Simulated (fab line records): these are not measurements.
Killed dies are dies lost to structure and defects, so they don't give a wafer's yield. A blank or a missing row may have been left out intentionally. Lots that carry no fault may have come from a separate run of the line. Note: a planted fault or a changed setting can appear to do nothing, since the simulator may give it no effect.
Problem report, 8D (eight disciplines) form, completed by code :: flow gf180mcu :: the parts of the form that need people (team, actions taken, sign-off) are left out

== 1. WHAT IS WRONG ==
Wafers without a fault read 128.5 s, standard deviation 0.57; run-length-s at GF_HV_LDD_ETCHBACK_58 reads a mean of 115.8 s on 2 wafers belonging to 2 lots. Relative to the usual mean, that is a shift of -22 standard deviations.
The step: etches Si3N4 in CH3F/O2, stops on SiO2, time 100 s, target depth 90 nm.
First seen on wafer L828.2, day 17 03:58, on rie-diel-01. The record has a number at this step for 42 wafers belonging to 14 lots. Rule for "out", or "out of limits": more than 4 standard deviations from the usual mean. The other wafers with a number count as sound.

== 2. WHAT IT IS, WHAT IT ISN'T ==
question: which readings at this step
is: run-length-s, oes-product-au
is not: drypump-motor-current-A

question: which lots
is: L828, L829
is not: L815, L816, L817, L818, L819, L820, L821, L823, L825, L826, L827, L830

question: which wafers of those lots
is: L828.2, L829.1
is not: L828.1, L828.4, L829.2, L829.4

question: read on which tools
is: rie-diel-01
is not: rie-diel-02, rie-diel-03

question: when
is: from day 17 03:58
is not: up to then (35 sound wafers); but 5 sound wafers of L829, L830 came after

== 3. WHAT RULES OUT EACH SUSPECT ==
Counting: a tool at a process step up to the reading stays a suspect if it ran every lot that is out. Sound lots after the first of them don't rule it out here, since some wafers of a struck lot are sound.
- rie-diel-01 at GF_HV_LDD_ETCHBACK_58 (etches Si3N4 in CH3F/O2, stops on SiO2, time 100 s, target depth 90 nm): kept. Every lot that is out went through it, the first being L828 (day 17 03:58); the last sound lot it ran before that was L827 (day 16 19:53). On those wafers its own readings are out: oes-product-au, run-length-s.
- Within rie-diel-01 at GF_HV_LDD_ETCHBACK_58: the wafers that are out ran in chamber 1; their sound lot-mates ran in chambers 0, 2.
The count leaves rie-diel-01 at GF_HV_LDD_ETCHBACK_58.

== 4. THE CAUSE (what the simulator had put in) ==
rie-diel-01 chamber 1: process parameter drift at GF_HV_LDD_ETCHBACK_58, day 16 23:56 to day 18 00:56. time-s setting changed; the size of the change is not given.
After counting, this tool was the only one left.

== 5. THE CHAIN OF EFFECTS, in route order ==
Rows list readings where the struck wafers' mean (over those with a number) sits beyond 3 standard deviations from the usual. Scope: only readings with a usual standard deviation given in the record; hours: median across lots of the time from each lot's start at the first step in this table that gives one to its start at this step; sigmas: change in usual standard deviations.
hours: 0
step: GF_HV_LDD_ETCHBACK_58
reading: oes-product-au
usual: 0.844 a.u.
on struck wafers: 0.972
change: +0.128
sigmas: +21

hours: 0
step: GF_HV_LDD_ETCHBACK_58
reading: run-length-s
usual: 128.5 s
on struck wafers: 115.8
change: -12.8
sigmas: -22
Its process steps:
- GF_HV_LDD_ETCHBACK_58: etches Si3N4 in CH3F/O2, stops on SiO2, time 100 s, target depth 90 nm.

== 6. HOW IT WOULD HAVE BEEN CAUGHT EARLIER ==
4 hours passed between the start of the fault at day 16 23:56 and the first reading out of limits in this record, taken at day 17 03:58.
